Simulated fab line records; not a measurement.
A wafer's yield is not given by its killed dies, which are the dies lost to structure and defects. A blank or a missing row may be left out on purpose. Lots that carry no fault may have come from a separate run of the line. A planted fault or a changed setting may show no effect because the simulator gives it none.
fab line records -- flow sky130
record: lots: 5, wafers: 15, last_day: 50
route steps=708 shown LI_CONTACT@367 LOCAL_INTERCONNECT@387 CONTACT@406 PAD_OPEN@708
lots that met no fault: from a run of the same line without faults
start_h: hours from the record's opening day to when the first of the lot's shown wafers began -- wait_h: hours elapsed since this lot's preceding step -- " unchanged from the row above -- L1.1+2: one row covering several wafers at once -- - value missing, or start not given -- * or withheld: withheld -- < > ~ a bound
route shown NAME@n: NAME is a module with steps in the file, n the number in the route of the first one -- usual: the fault-free wafers' mean and standard deviation -- same: alike in all rows -- chamber/n: place in a boat -- sites: the reading at each site -- _std_site: the values' standard deviation -- _edge_site: mean of outer sites minus mean of inner sites -- radius_mm: for every site, how far away it sits from the centre of the wafer -- mask NAME#n: copy n -- behind: tool/chamber where the wafer was last shaped -- hold: why the lot went on hold/how many hours it stayed there/how the hold came to an end -- device: transistor that didn't switch, given as n, p or np -- end of line: at the end of the route, the tests of the same wafers -- a step given without rows: its recipe and nothing more -- killed: not the wafer's yield, but the dies lost to structure and defects at the first sort -- map: per-die view of a wafer (x killed, . not killed, _ where there is no die)
set.NAME: the setting the step ran with; set.NAME@STEP: the setting that earlier step ran with -- model.NAME: the simulator's own value behind a step, which no gauge read
certain route steps with their lots: each step a table, each wafer a row
services: a tool's chamber out of use, with start hour (start_h, from the record's first day; less than 0 if before it), hours out, and reason
== steps ==
step: SKY_LI_CONTACT_HMDS_05
recipe: prime_time_s: 60, prime_temp_c: 120
step: SKY_LI_CONTACT_COAT_06
recipe: resist: BARC, temp_c: withheld, time_s: withheld, spin_rpm: 3000, resist_thk_nm: 60
step: SKY_LI_CONTACT_COAT_07
recipe: resist: KrF-thick, spin_rpm: 3000, resist_thk_nm: 450
step: SKY_LI_CONTACT_SOFTBAKE_08
recipe: temp_c: 100, time_s: 90, resist: KrF-thick
step: SKY_LI_CONTACT_EXPOSE_09
recipe: mask_id: LICM1, na: 0.8, source_shape: annular, sigma_inner: 0.55, sigma_outer: 0.85, target_cd_nm: 170, dose_mj: 38
step: SKY_LI_CONTACT_PEB_10
recipe: peb_temp_c: withheld, peb_time_s: withheld, resist: KrF-thick
step: SKY_LI_CONTACT_DEVELOP_11
recipe: develop_time_s: 60, resist: KrF-thick, dev_temp_c: 21
step: SKY_LI_CONTACT_CD_MEAS_12
recipe: target_cd_nm: 170
usual: cd_nm: 170.5/1.8
lot.wafer,tool,chamber,start_h,wait_h,cd_nm
L620.1,cd_sem-01,-,679.87,-,170.3
L620.3,cd_sem-01,-,679.87,-,169.8
L620.4,cd_sem-01,-,679.87,-,170.8
L621.1,cd_sem-02,-,687.65,-,171.8
L621.2,cd_sem-02,-,687.65,-,173.2
L621.3,cd_sem-02,-,687.65,-,171.7
L630.1,cd_sem-02,-,761.47,-,170.4
L630.4,cd_sem-02,-,761.47,-,169.9
L630.5,cd_sem-02,-,761.47,-,170.0
L640.1,cd_sem-01,-,837.66,-,169.9
L640.4,cd_sem-01,-,837.66,-,171.4
L640.6,cd_sem-01,-,837.66,-,171.6
L641.2,cd_sem-02,-,838.33,-,172.4
L641.4,cd_sem-02,-,838.33,-,173.9
L641.6,cd_sem-02,-,838.33,-,174.1
step: SKY_LI_CONTACT_OVL_MEAS_13
usual: LI_CONTACT_OVL: 0/4.9
lot.wafer,tool,chamber,start_h,wait_h,LI_CONTACT_OVL[nm]
L620.1,overlay-02,-,679.99,0.1,-6
L620.3,overlay-02,-,679.99,0.1,-1
L620.4,overlay-02,-,679.99,0.1,-5
L621.1,overlay-01,-,687.77,0.1,-2
L621.2,overlay-01,-,687.77,0.1,2
L621.3,overlay-01,-,687.77,0.1,-3
L630.1,overlay-01,-,761.59,0.1,5
L630.4,overlay-01,-,761.59,0.1,1
L630.5,overlay-01,-,761.59,0.1,0
L640.1,overlay-01,-,837.78,0.1,6
L640.4,overlay-01,-,837.78,0.1,-1
L640.6,overlay-01,-,837.78,0.1,-3
L641.2,overlay-01,-,838.44,0.1,11
L641.4,overlay-01,-,838.44,0.1,10
L641.6,overlay-01,-,838.44,0.1,8
step: SKY_LI_CONTACT_ETCH_14
recipe: chemistry: N2/H2, target: BARC, ion_energy_ev: 200, source_w: 500, bias_w: 100, pressure_mtorr: 30, n2_flow_sccm: 100, h2_flow_sccm: 200, stop_on: SiO2, time_s: 45.9, target_depth_a: 600
usual: bias_w: 99.97/0.27, drypump_motor_current_A: 5.8/0.46, oes_product_au: 0.854/0.0045, throttle_valve_pct: 13.226/0.0092
lot.wafer,tool,chamber,start_h,wait_h,bias_w,drypump_motor_current_A,oes_product_au,rf_hours_counter_h,throttle_valve_pct
L620.1,rie_diel-03,1,680.03,0.0,99.71,5.6,0.848,7,13.233
L620.3,rie_diel-03,3,680.03,0.0,99.71,6.1,0.857,3,13.227
L620.4,rie_diel-03,0,680.03,0.0,100.06,6.3,0.852,20,13.219
L621.1,rie_diel-02,0,687.81,0.0,99.77,5.9,0.854,11,13.241
L621.2,rie_diel-02,2,687.81,0.0,99.97,5.7,0.852,1,13.242
L621.3,rie_diel-02,1,687.81,0.0,100.04,6.5,0.850,11,13.257
L630.1,rie_diel-02,3,761.63,0.0,99.68,5.0,0.851,15,13.235
L630.4,rie_diel-02,2,761.63,0.0,99.71,5.7,0.852,3,13.221
L630.5,rie_diel-02,2,761.63,0.0,99.70,5.7,0.861,-,13.234
L640.1,rie_diel-01,3,837.82,0.0,99.91,5.3,0.854,9,13.227
L640.4,rie_diel-01,0,837.82,0.0,100.11,6.0,0.861,16,13.219
L640.6,rie_diel-01,2,837.82,0.0,100.10,5.4,0.852,-,13.228
L641.2,rie_diel-02,3,838.47,0.0,100.37,5.0,0.852,18,13.220
L641.4,rie_diel-02,1,838.47,0.0,99.53,6.5,0.852,15,13.223
L641.6,rie_diel-02,0,838.47,0.0,99.91,5.9,0.852,-,13.221
step: SKY_LI_CONTACT_ETCH_15
recipe: target: PSG, chemistry: C4F8/O2/Ar, stop_on: Si, taper_deg: 4.15, mask_material: KrF-thick, source_w: 1500, bias_w: 1200, pressure_mtorr: 40, c4f8_flow_sccm: withheld, O2_flow_sccm: 6, Ar_flow_sccm: 300, time_s: withheld, target_depth_a: 6000
usual: bias_w: 1200/3.8, oes_product_au: 0.837/0.0048
lot.wafer,tool,chamber,start_h,wait_h,bias_w,oes_product_au
L620.1,rie_diel-03,1,680.07,0.0,1202,0.842
L620.3,rie_diel-03,3,680.07,0.0,1202,0.835
L620.4,rie_diel-03,0,680.07,0.0,1198,0.838
L621.1,rie_diel-02,0,687.85,0.0,1208,0.839
L621.2,rie_diel-02,2,687.85,0.0,1197,0.840
L621.3,rie_diel-02,1,687.85,0.0,1195,0.837
L630.1,rie_diel-02,3,761.67,0.0,1195,0.833
L630.4,rie_diel-02,2,761.67,0.0,1195,0.838
L630.5,rie_diel-02,2,761.67,0.0,1199,0.840
L640.1,rie_diel-01,3,837.86,0.0,1206,0.837
L640.4,rie_diel-01,0,837.86,0.0,1199,0.840
L640.6,rie_diel-01,2,837.86,0.0,1200,0.843
L641.2,rie_diel-02,3,838.51,0.0,1202,0.829
L641.4,rie_diel-02,1,838.51,0.0,1197,0.844
L641.6,rie_diel-02,0,838.51,0.0,1195,0.835
step: SKY_LI_CONTACT_STRIP_16
recipe: chemistry: O2/N2, power_w: 1400, pressure_mtorr: 1500, platen_temp_c: withheld, o2_flow_sccm: 3000, n2_flow_sccm: 300, overash_fraction: 0.5
step: SKY_LI_CONTACT_CLEAN_17
recipe: chemistry: NMP, time_s: 600, temp_c: 60, dry: n2_spin
usual: bath_guard_temp_C: 59.8/0.56
lot.wafer,tool,chamber,start_h,wait_h,bath_guard_temp_C
L620.1,wet_bench-03,1,680.25,0.1,59.6
L620.3,wet_bench-03,1,680.25,0.1,59.7
L620.4,wet_bench-03,1,680.25,0.1,59.7
L621.1,wet_bench-04,1,688.04,0.1,59.3
L621.2,wet_bench-04,1,688.04,0.1,59.2
L621.3,wet_bench-04,1,688.04,0.1,59.3
L630.1,wet_bench-03,2,761.85,0.1,60.3
L630.4,wet_bench-03,2,761.85,0.1,60.1
L630.5,wet_bench-03,2,761.85,0.1,60.4
L640.1,wet_bench-04,0,838.05,0.1,60.5
L640.4,wet_bench-04,0,838.05,0.1,60.5
L640.6,wet_bench-04,0,838.05,0.1,60.3
L641.2,wet_bench-02,0,838.70,0.1,58.9
L641.4,wet_bench-02,0,838.70,0.1,59.3
L641.6,wet_bench-02,0,838.70,0.1,59.3
step: SKY_LI_CONTACT_PRE_CLEAN_18
recipe: gas: Ar, time_s: 5.6, bias_v: 358
step: SKY_LI_CONTACT_SPUTTER_19
recipe: material: Ti, target_thk_nm: 20, chamber_pressure_pa: 5, power_w: 2500, substrate_temp_c: 200, time_s: 106.37
step: SKY_LI_CONTACT_SPUTTER_20
recipe: material: TiN, target_thk_nm: 20, chamber_pressure_pa: 5, power_w: 4000, time_s: 80
usual: throttle_valve_pct: 30.0/1
lot.wafer,tool,chamber,start_h,wait_h,throttle_valve_pct
L620.1,pvd_sputter-04,-,680.54,0.0,30.0
L620.3,pvd_sputter-04,-,680.54,0.0,31.7
L620.4,pvd_sputter-04,-,680.54,0.0,31.0
L621.1,pvd_sputter-01,-,688.31,0.0,28.4
L621.2,pvd_sputter-01,-,688.31,0.0,29.3
L621.3,pvd_sputter-01,-,688.31,0.0,29.1
L630.1,pvd_sputter-02,-,762.13,0.0,30.6
L630.4,pvd_sputter-02,-,762.13,0.0,30.0
L630.5,pvd_sputter-02,-,762.13,0.0,29.4
L640.1,pvd_sputter-04,-,838.33,0.0,31.7
L640.4,pvd_sputter-04,-,838.33,0.0,30.7
L640.6,pvd_sputter-04,-,838.33,0.0,30.5
L641.2,pvd_sputter-02,-,838.97,0.0,30.3
L641.4,pvd_sputter-02,-,838.97,0.0,31.1
L641.6,pvd_sputter-02,-,838.97,0.0,31.0
step: SKY_LI_CONTACT_CVD_21
recipe: material: W, target_thk_nm: 400, time_s: 120.56, temp_c: 400, pressure_torr: 40
step: SKY_LI_CONTACT_RS_MEAS_22
recipe: thk_meas_gauge: four-point-probe, reads: W_of_LI_CONTACT_CVD_21+TiN_of_LI_CONTACT_SPUTTER_20+Ti_of_LI_CONTACT_SPUTTER_19
usual: LI_CONTACT_W_RS: 0.284/0.0035
lot.wafer,tool,chamber,start_h,wait_h,LI_CONTACT_W_RS[ohm/sq]
L620.1,film_metro-02,-,680.73,0.1,0.287
L620.3,film_metro-02,-,680.73,0.1,0.283
L620.4,film_metro-02,-,680.73,0.1,0.285
L621.1,film_metro-02,-,688.50,0.1,0.284
L621.2,film_metro-02,-,688.50,0.1,0.281
L621.3,film_metro-02,-,688.50,0.1,0.282
L630.1,film_metro-03,-,762.31,0.1,0.278
L630.4,film_metro-03,-,762.31,0.1,0.286
L630.5,film_metro-03,-,762.31,0.1,0.281
L640.1,film_metro-03,-,838.52,0.1,0.282
L640.4,film_metro-03,-,838.52,0.1,0.282
L640.6,film_metro-03,-,838.52,0.1,0.286
L641.2,film_metro-01,-,839.18,0.1,0.288
L641.4,film_metro-01,-,839.18,0.1,0.285
L641.6,film_metro-01,-,839.18,0.1,0.288
step: SKY_LI_CONTACT_THK_MEAS_23
recipe: thk_meas_gauge: xrf, reads: W_of_LI_CONTACT_CVD_21
usual: LI_CONTACT_W_THK: 401/5.4
lot.wafer,tool,chamber,start_h,wait_h,LI_CONTACT_W_THK[nm]
L620.1,film_metro-02,-,680.85,0.1,395
L620.3,film_metro-02,-,680.85,0.1,399
L620.4,film_metro-02,-,680.85,0.1,397
L621.1,film_metro-02,-,688.62,0.1,398
L621.2,film_metro-02,-,688.62,0.1,403
L621.3,film_metro-02,-,688.62,0.1,400
L630.1,film_metro-03,-,762.43,0.1,410
L630.4,film_metro-03,-,762.43,0.1,399
L630.5,film_metro-03,-,762.43,0.1,406
L640.1,film_metro-03,-,838.64,0.1,405
L640.4,film_metro-03,-,838.64,0.1,403
L640.6,film_metro-03,-,838.64,0.1,402
L641.2,film_metro-01,-,839.29,0.1,401
L641.4,film_metro-01,-,839.29,0.1,402
L641.6,film_metro-01,-,839.29,0.1,401
step: SKY_LI_CONTACT_CMP_24
recipe: stop_on: PSG, t_overpolish_s: 20, down_force_psi: 3.5, platen_rpm: 60, target_thk_nm: 0, pad_velocity_m_s: 0.94248
step: SKY_LOCAL_INTERCONNECT_SPUTTER_00
recipe: material: TiN, target_thk_nm: 100, temp_c: 300, power_w: 6500, time_s: 83.3, chamber_pressure_pa: 0.4
usual: throttle_valve_pct: 30.3/0.77
lot.wafer,tool,chamber,start_h,wait_h,throttle_valve_pct
L620.1,pvd_sputter-03,-,681.21,0.2,30.7
L620.3,pvd_sputter-03,-,681.21,0.2,30.6
L620.4,pvd_sputter-03,-,681.21,0.2,30.5
L621.1,pvd_sputter-03,-,688.98,0.1,30.4
L621.2,pvd_sputter-03,-,688.98,0.1,31.1
L621.3,pvd_sputter-03,-,688.98,0.1,30.4
L630.1,pvd_sputter-03,-,762.79,0.2,30.8
L630.4,pvd_sputter-03,-,762.79,0.2,30.6
L630.5,pvd_sputter-03,-,762.79,0.2,30.9
L640.1,pvd_sputter-01,-,839.00,0.1,28.6
L640.4,pvd_sputter-01,-,839.00,0.1,28.8
L640.6,pvd_sputter-01,-,839.00,0.1,29.4
L641.2,pvd_sputter-03,-,839.64,0.1,31.0
L641.4,pvd_sputter-03,-,839.64,0.1,30.5
L641.6,pvd_sputter-03,-,839.64,0.1,30.6
step: SKY_LOCAL_INTERCONNECT_RS_MEAS_01
recipe: thk_meas_gauge: four-point-probe, reads: TiN_of_LOCAL_INTERCONNECT_SPUTTER_00
usual: LOCAL_INTERCONNECT_TIN_RS: 14.18/0.18
lot.wafer,tool,chamber,start_h,wait_h,LOCAL_INTERCONNECT_TIN_RS[ohm/sq]
L620.1,film_metro-03,-,681.27,0.0,14.36
L620.3,film_metro-03,-,681.27,0.0,14.35
L620.4,film_metro-03,-,681.27,0.0,14.33
L621.1,film_metro-02,-,689.04,0.0,14.20
L621.2,film_metro-02,-,689.04,0.0,14.28
L621.3,film_metro-02,-,689.04,0.0,14.24
L630.1,film_metro-04,-,762.85,0.0,14.15
L630.4,film_metro-04,-,762.85,0.0,14.37
L630.5,film_metro-04,-,762.85,0.0,14.36
L640.1,film_metro-04,-,839.06,0.0,14.10
L640.4,film_metro-04,-,839.06,0.0,14.08
L640.6,film_metro-04,-,839.06,0.0,14.27
L641.2,film_metro-02,-,839.72,0.1,14.42
L641.4,film_metro-02,-,839.72,0.1,14.43
L641.6,film_metro-02,-,839.72,0.1,14.46
step: SKY_LOCAL_INTERCONNECT_THK_MEAS_02
recipe: thk_meas_gauge: xrf, reads: TiN_of_LOCAL_INTERCONNECT_SPUTTER_00
usual: LOCAL_INTERCONNECT_TIN_THK: 99.2/1.3
lot.wafer,tool,chamber,start_h,wait_h,LOCAL_INTERCONNECT_TIN_THK[nm]
L620.1,film_metro-03,-,681.39,0.1,97.9
L620.3,film_metro-03,-,681.39,0.1,98.3
L620.4,film_metro-03,-,681.39,0.1,98.2
L621.1,film_metro-02,-,689.16,0.1,99.7
L621.2,film_metro-02,-,689.16,0.1,98.9
L621.3,film_metro-02,-,689.16,0.1,99.1
L630.1,film_metro-04,-,762.97,0.1,99.8
L630.4,film_metro-04,-,762.97,0.1,98.1
L630.5,film_metro-04,-,762.97,0.1,98.0
L640.1,film_metro-04,-,839.18,0.1,98.6
L640.4,film_metro-04,-,839.18,0.1,98.8
L640.6,film_metro-04,-,839.18,0.1,97.1
L641.2,film_metro-02,-,839.83,0.1,97.7
L641.4,film_metro-02,-,839.83,0.1,97.8
L641.6,film_metro-02,-,839.83,0.1,97.8
step: SKY_LOCAL_INTERCONNECT_DEHYDRATE_03
recipe: temp_c: 200, time_s: 60
step: SKY_LOCAL_INTERCONNECT_HMDS_04
recipe: prime_time_s: 60, prime_temp_c: 120
step: SKY_LOCAL_INTERCONNECT_COAT_05
recipe: resist: BARC, temp_c: withheld, time_s: withheld, spin_rpm: 3000, resist_thk_nm: 58.99
step: SKY_LOCAL_INTERCONNECT_COAT_06
recipe: resist: KrF-thick, spin_rpm: 3000, resist_thk_nm: 450
step: SKY_LOCAL_INTERCONNECT_SOFTBAKE_07
recipe: temp_c: 100, time_s: 90, resist: KrF-thick
step: SKY_LOCAL_INTERCONNECT_EXPOSE_08
recipe: mask_id: LI1M, na: 0.8, source_shape: annular, sigma_inner: 0.55, sigma_outer: 0.85, target_cd_nm: 170, dose_mj: 28
step: SKY_LOCAL_INTERCONNECT_PEB_09
recipe: peb_temp_c: withheld, peb_time_s: withheld, resist: KrF-thick
step: SKY_LOCAL_INTERCONNECT_DEVELOP_10
recipe: develop_time_s: 60, resist: KrF-thick, dev_temp_c: 21
step: SKY_LOCAL_INTERCONNECT_CD_MEAS_11
recipe: target_cd_nm: 170
usual: cd_nm: 169.6/1.5
lot.wafer,tool,chamber,start_h,wait_h,cd_nm
L620.1,cd_sem-01,-,708.01,-,168.7
L620.3,cd_sem-01,-,708.01,-,168.3
L620.4,cd_sem-01,-,708.01,-,170.0
L621.1,cd_sem-02,-,717.51,-,170.3
L621.2,cd_sem-02,-,717.51,-,172.6
L621.3,cd_sem-02,-,717.51,-,170.3
L630.1,cd_sem-02,-,789.63,-,169.9
L630.4,cd_sem-02,-,789.63,-,168.5
L630.5,cd_sem-02,-,789.63,-,170.6
L640.1,cd_sem-02,-,865.11,-,171.5
L640.4,cd_sem-02,-,865.11,-,170.8
L640.6,cd_sem-02,-,865.11,-,172.9
L641.2,cd_sem-02,-,865.78,-,169.2
L641.4,cd_sem-02,-,865.78,-,168.1
L641.6,cd_sem-02,-,865.78,-,167.7
step: SKY_LOCAL_INTERCONNECT_OVL_MEAS_12
usual: LOCAL_INTERCONNECT_OVL: 0/4.6
lot.wafer,tool,chamber,start_h,wait_h,LOCAL_INTERCONNECT_OVL[nm]
L620.1,overlay-01,-,708.13,0.1,-1
L620.3,overlay-01,-,708.13,0.1,3
L620.4,overlay-01,-,708.13,0.1,-3
L621.1,overlay-02,-,717.67,0.1,-3
L621.2,overlay-02,-,717.67,0.1,-2
L621.3,overlay-02,-,717.67,0.1,-2
L630.1,overlay-02,-,789.75,0.1,0
L630.4,overlay-02,-,789.75,0.1,-10
L630.5,overlay-02,-,789.75,0.1,0
L640.1,overlay-02,-,865.23,0.1,-5
L640.4,overlay-02,-,865.23,0.1,-2
L640.6,overlay-02,-,865.23,0.1,1
L641.2,overlay-02,-,865.89,0.1,-2
L641.4,overlay-02,-,865.89,0.1,-5
L641.6,overlay-02,-,865.89,0.1,0
step: SKY_LOCAL_INTERCONNECT_ETCH_13
recipe: chemistry: N2/H2, target: BARC, ion_energy_ev: 200, bias_w: 100, pressure_mtorr: 30, n2_flow_sccm: 100, h2_flow_sccm: 200, icp_w: 500, stop_on: SiO2, time_s: 45.9, target_depth_a: 600
usual: bias_w: 100.02/0.28, drypump_motor_current_A: 5.4/0.38, oes_product_au: 0.846/0.0047, throttle_valve_pct: 13.224/0.01
lot.wafer,tool,chamber,start_h,wait_h,bias_w,drypump_motor_current_A,oes_product_au,rf_hours_counter_h,throttle_valve_pct
L620.1,rie_metal-01,1,708.17,0.0,99.46,5.6,0.836,2,13.239
L620.3,rie_metal-01,0,708.17,0.0,100.31,5.4,0.841,-,13.215
L620.4,rie_metal-01,1,708.17,0.0,99.94,5.6,0.853,-,13.214
L621.1,rie_metal-03,0,717.70,0.0,100.04,5.3,0.844,14,13.218
L621.2,rie_metal-03,1,717.70,0.0,99.74,5.9,0.838,6,13.213
L621.3,rie_metal-03,0,717.70,0.0,99.96,5.3,0.847,-,13.214
L630.1,rie_metal-01,0,789.79,0.0,100.36,5.4,0.841,11,13.217
L630.4,rie_metal-01,0,789.79,0.0,100.13,5.4,0.846,-,13.229
L630.5,rie_metal-01,0,789.79,0.0,100.12,5.4,0.848,-,13.229
L640.1,rie_metal-02,1,865.27,0.0,99.35,4.8,0.849,9,13.209
L640.4,rie_metal-02,1,865.27,0.0,99.83,4.8,0.849,-,13.229
L640.6,rie_metal-02,1,865.27,0.0,99.73,4.8,0.853,-,13.230
L641.2,rie_metal-03,1,865.92,0.0,99.89,5.9,0.840,12,13.244
L641.4,rie_metal-03,0,865.92,0.0,100.10,5.3,0.845,-,13.236
L641.6,rie_metal-03,1,865.92,0.0,100.24,5.9,0.847,-,13.226
step: SKY_LOCAL_INTERCONNECT_METAL_ETCH_14
recipe: target_depth_nm: 110, stop_on: PSG, chemistry: Cl2/BCl3, target: TiN, resist_sidewall_deg: 88, pressure_mtorr: 10, icp_w: 900, bias_w: 48.5, Cl2_flow_sccm: 60, bcl3_flow_sccm: 30, time_s: 31.4
step: SKY_LOCAL_INTERCONNECT_STRIP_15
recipe: chemistry: O2/N2, power_w: 1400, pressure_mtorr: 1500, platen_temp_c: withheld, o2_flow_sccm: 3000, n2_flow_sccm: 300, overash_fraction: 0.5
step: SKY_LOCAL_INTERCONNECT_STRIP_16
recipe: chemistry: post_etch_residue_remover, time_s: 1200, temp_c: 72.5
step: SKY_LOCAL_INTERCONNECT_CLEAN_17
recipe: chemistry: IPA, time_s: 180, temp_c: 25
step: SKY_LOCAL_INTERCONNECT_CLEAN_18
recipe: chemistry: O3/DIW, dry: n2_spin
step: SKY_CONTACT_CVD_00
recipe: material: Si3N4, target_thk_nm: 75, temp_c: 400, time_s: withheld, rf_w: 450
step: SKY_CONTACT_THK_MEAS_01
recipe: reads: Si3N4_of_CONTACT_CVD_00
usual: CONTACT_CVD_00_THK: 75.1/1
lot.wafer,tool,chamber,start_h,wait_h,CONTACT_CVD_00_THK[nm]
L620.1,film_metro-04,-,708.91,-,73.6
L620.3,film_metro-04,-,708.91,-,73.8
L620.4,film_metro-04,-,708.91,-,75.7
L621.1,film_metro-03,-,718.46,-,73.2
L621.2,film_metro-03,-,718.46,-,73.6
L621.3,film_metro-03,-,718.46,-,75.1
L630.1,film_metro-01,-,790.52,-,74.1
L630.4,film_metro-01,-,790.52,-,75.8
L630.5,film_metro-01,-,790.52,-,75.1
L640.1,film_metro-04,-,866.14,-,74.2
L640.4,film_metro-04,-,866.14,-,75.3
L640.6,film_metro-04,-,866.14,-,75.4
L641.2,film_metro-04,-,866.67,-,75.0
L641.4,film_metro-04,-,866.67,-,76.0
L641.6,film_metro-04,-,866.67,-,75.8
step: SKY_CONTACT_HDPCVD_02
recipe: material: SiO2, target_thk_nm: 565, sigma_open_frac: 0.3, time_s: 94.2, temp_c: 600, sih4_flow_sccm: 60, pressure_mtorr: 6
step: SKY_PAD_OPEN_PROBE_99
usual: killed_at_M0_to_M3: 43/7.2, killed_at_M4_up: 3.3/2, killed_at_contacts: 25/5.8, killed_at_front_end: 15/4.5, killed_at_other: 0.3/0.62, killed_dies: 86/9.4, killed_open: 47/7.1, killed_short: 39/6
same: gross_dies: 492, killed_at_back_side: 0
lot.wafer,tool,chamber,start_h,wait_h,killed_at_M0_to_M3,killed_at_M4_up,killed_at_contacts,killed_at_front_end,killed_at_other,killed_dies,killed_open,killed_short
L630.1,prober-02,-,1139.39,0.1,32,1,65,19,1,118,49,33
L630.4,prober-02,-,1139.54,0.2,35,7,61,11,0,114,37,36
L630.5,prober-02,-,1139.59,0.2,44,5,62,12,0,123,46,40
killed by level:class
L630.1 LI_CONTACT:unspecified=36 VIA1:geometric_particle:open=10 LI_CONTACT:geometric_particle:open=8 VIA3:geometric_particle:open=8 LOCAL_INTERCONNECT:geometric_particle:short=7 FIELD_ISO:geometric_particle:short=6 CONTACT:geometric_particle:open=5 CONTACT:geometric_particle:short=5
L630.4 LI_CONTACT:unspecified=41 CONTACT:geometric_particle:open=9 VIA1:geometric_particle:short=6 VIA1:geometric_particle:open=6 METAL2:geometric_particle:short=6 VIA2:geometric_particle:open=6 METAL4:geometric_particle:short=6 FIELD_ISO:geometric_particle:short=5
L630.5 LI_CONTACT:unspecified=37 VIA1:geometric_particle:open=9 CONTACT:geometric_particle:open=9 VIA2:geometric_particle:open=7 VIA3:geometric_particle:open=6 POLY_GATE:geometric_particle:open=5 CONTACT:geometric_particle:short=5 VIA1:geometric_particle:short=5
map L630.5 (x killed, . not)
__________xxx......._________
________......x.....x._______
______.......x.........x_____
_____....x...x....x..xxx.____
____..x...............xx..___
___................x....x..__
__.x.xxx......x............._
_x.xxx....x.x....xx.........x
_..x.........x......x...x....
_....x........x........xx...x
_x..........xx....x.x.....x..
_....x........x...x.x..xxxxxx
_....................xxxxxxxx
_.x.x.x..x..........xx.xxxxxx
_...x...xxx.x.x.....x.xx.xxxx
__.......x....x.......xxxxxx_
___xx......x...x.x......x.x__
____.x........x.....x...xx___
_____.x...x.....x.x.x....____
______....xx.x.........x_____
________.......x...x.._______
__________......xx.._________
map L620.1 (x killed, . not)
__________........xx_________
________.....x.......x_______
______..x...x...x.x....._____
_____.........x.x..x.....____
____.x...x..x.xx....x.x...___
___.x.............x.x.xx.x.__
__...x.........x...x.....x.._
_...............x.....x......
_...........x.x....x.........
_........x...x.....x.......x.
_.x.........xx...........xx.x
_..x..x..............xx..x..x
_...............x....x....xx.
_.............x...xxx....x...
_.........................x..
__...x........x..x.x........_
___...x......x...x.xx......__
____........xx........x...___
_____x..x.............x..____
______.................._____
________...xxx........_______
__________..x..xx.x._________
== services ==
tool,chamber,start_h,hours,kind
rie_metal-03,1,657.47,7.0,repair
pvd_sputter-01,-,670.20,8.4,repair
rie_diel-01,0,682.26,5.6,repair
pvd_sputter-04,-,690.77,1.3,repair
pvd_sputter-02,-,708.46,0.9,repair
rie_diel-02,1,708.46,3.8,repair
rie_diel-01,0,711.80,7.7,repair
rie_diel-03,3,730.07,11.3,repair
pvd_sputter-01,-,736.71,1.8,repair
rie_diel-01,1,740.98,9.5,repair
wet_bench-03,-,774.97,3.8,repair
rie_diel-03,0,778.80,9.1,repair
pvd_sputter-02,-,781.04,8.3,repair
rie_metal-03,0,791.79,11.3,repair
wet_bench-02,-,792.26,4.4,pm
pvd_sputter-03,0,794.59,-,consumable_replace:kit
rie_metal-03,-,803.15,0.6,repair
rie_diel-03,0,811.11,44.7,repair
rie_diel-03,-,817.02,0.5,repair
rie_diel-03,1,820.16,5.5,repair
wet_bench-03,-,840.83,11.8,repair
pvd_sputter-02,-,848.31,1.7,repair
rie_diel-02,2,861.78,6.8,repair
rie_diel-02,0,865.50,4.3,repair
== key ==
first_sign: step: SKY_PAD_OPEN_PROBE_99, reading: killed_at_contacts, direction: up, sigmas: 6.5, usual: 25, struck: 63
effect: step: SKY_PAD_OPEN_PROBE_99, reading: killed_dies, direction: up, sigmas: 3.4, usual: 86, struck: 118
met_at SKY_LI_CONTACT_CLEAN_17
struck_wafers L630.1,L630.4,L630.5
tester_left_out L630
also_fits SKY_LOCAL_INTERCONNECT_ETCH_13:rie_metal-01
fault: kind: chamber_particle_source, tool: wet_bench-03, chamber: 2, onset_h: 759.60, steps: SKY_LI_CONTACT_CLEAN_17, rate_per_visit_cm2: 0.6192, end_h: 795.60
tester_left_out: of these lots the tester's yield and bins aren't shown, on N5 and GAA mostly nor the transistor test; their killed dies are dies lost to structure and defects alone, not to doping, threshold or leakage, so they don't give the yield
